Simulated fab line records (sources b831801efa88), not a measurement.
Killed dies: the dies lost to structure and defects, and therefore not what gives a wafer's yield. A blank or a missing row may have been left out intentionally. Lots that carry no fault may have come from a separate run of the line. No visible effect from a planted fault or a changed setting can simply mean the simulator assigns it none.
One fault through the eyes of 2 desks | flow gf180mcu | what lay behind the numbers comes last; until then each desk has only its own

== FROM THE METROLOGY DESK ==
Means of the sampled wafers that have a number, per lot and without regard to the tool the lot ran on: this is what the gauges read. Any lot whose mean is over 4 standard deviations away from the usual mean is out of limits and marked OUT; that distance is given in the brackets.
Columns: A = V1_CVD_00_THK at GF_V1_THK_MEAS_01, usual 601 nm
lot  | first seen here | A
L134 | day 17 00:14    | 606
L135 | day 17 11:44    | 607
L136 | day 18 00:58    | 602
L137 | day 18 04:58    | 604
L138 | day 18 17:27    | 595
L139 | day 19 00:33    | 598
L141 | day 20 10:18    | 604
L142 | day 20 12:31    | 597
L143 | day 20 19:03    | 603
L144 | day 21 08:44    | 595
L149 | day 23 03:34    | 604
L153 | day 23 23:28    | 601
L156 | day 24 22:25    | 601
L157 | day 25 07:39    | 600
Finding of this desk: none of the 14 lots has anything out of limits.

== AT THE TOOL OWNER'S DESK: plasma-asher-03 ==
The tool's own readings at GF_DNWELL_STRIP_08 (strips in O2/N2): means of the sampled wafers that have a number, for each lot that ran on this tool. Any lot whose mean is over 4 standard deviations away from the usual mean is out of limits and marked OUT; that distance is given in the brackets.
Columns: A = chamber-pressure-mTorr at GF_DNWELL_STRIP_08, usual 1500.0 mTorr; B = drypump-motor-current-A at GF_DNWELL_STRIP_08, usual 5.9 A; C = heater-power-w at GF_DNWELL_STRIP_08, usual 343 W; D = oes-product-au at GF_DNWELL_STRIP_08, usual 0.722 a.u.; E = strip-time-to-endpoint-s at GF_DNWELL_STRIP_08, usual 36.93 s
lot  | first seen here | A      | B   | C   | D     | E
L136 | day 3 05:34     | 1501.2 | 5.4 | 332 | 0.716 | 37.20
L141 | day 4 10:13     | 1500.9 | 5.6 | 358 | 0.725 | 36.92
L142 | day 4 11:49     | 1499.5 | 5.3 | 316 | 0.717 | 36.95
L143 | day 4 16:31     | 1500.6 | 5.4 | 342 | 0.721 | 36.74
L144 | day 5 01:01     | 1500.4 | 5.4 | 338 | 0.720 | 36.95
L149 | day 6 02:22     | 1500.6 | 5.4 | 335 | 0.723 | 36.88
Finding of this desk: none of the 6 lots has anything out of limits.

== TAKEN TOGETHER ==
Metrology desk: nothing out of limits seen.
Nothing out of limits was seen by the tool owner's desk.

== WHAT THE SIMULATOR HAD PUT IN ==
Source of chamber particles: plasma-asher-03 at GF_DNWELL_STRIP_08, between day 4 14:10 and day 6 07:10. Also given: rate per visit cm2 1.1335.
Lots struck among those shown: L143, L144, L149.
